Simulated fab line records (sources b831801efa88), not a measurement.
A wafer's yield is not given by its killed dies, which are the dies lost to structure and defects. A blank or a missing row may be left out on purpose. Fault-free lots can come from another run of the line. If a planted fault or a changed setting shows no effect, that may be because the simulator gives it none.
Matching of chambers | flow gf180mcu | 4 sister chambers for GF_V3_ETCH_16 on rie-diel-02
The step etches BARC in N2/H2. 4 wafers are shown with their chamber, then 8 later ones without.

## EACH WAFER AND ITS CHAMBER
wafer  | chamber | drypump-motor-current-A (A)
L088.1 | 2       | 5.5
L088.3 | 3       | 6.4
L088.6 | 1       | 6.6
L095.1 | 0       | 5.7

## WAFERS WHOSE CHAMBER IS MISSING
wafer  | drypump-motor-current-A (A)
L095.3 | 6.7
L095.5 | 5.5
L096.1 | 6.4
L096.2 | 5.7
L096.3 | 6.7
L096.4 | 5.5
L096.5 | 6.7
L096.6 | 5.7

## EACH ONE'S CHAMBER
wafer  | from the rows above | in truth
L095.3 | 1                   | 1
L095.5 | 2                   | 2
L096.1 | 3                   | 3
L096.2 | 0                   | 0
L096.3 | 1                   | 1
L096.4 | 2                   | 2
L096.5 | 1                   | 1
L096.6 | 0                   | 0
8 of 8 placed correctly. Left unplaced by these rows: 0. 0 placed wrongly.
How it was worked out, from the rows above alone: a wafer's distance from a chamber is the root of the sum, over the readings, of the square of ((its reading less the chamber's mean) divided by the reading's scatter). If the next closest chamber is less than 2 further off than the closest, the wafer can't be placed; otherwise it belongs to the closest. For every chamber, the mean is computed from those of its wafers that are shown. The scatter: root of mean squared gap, hidden wafer to nearest shown wafer, with one shown wafer a chamber.
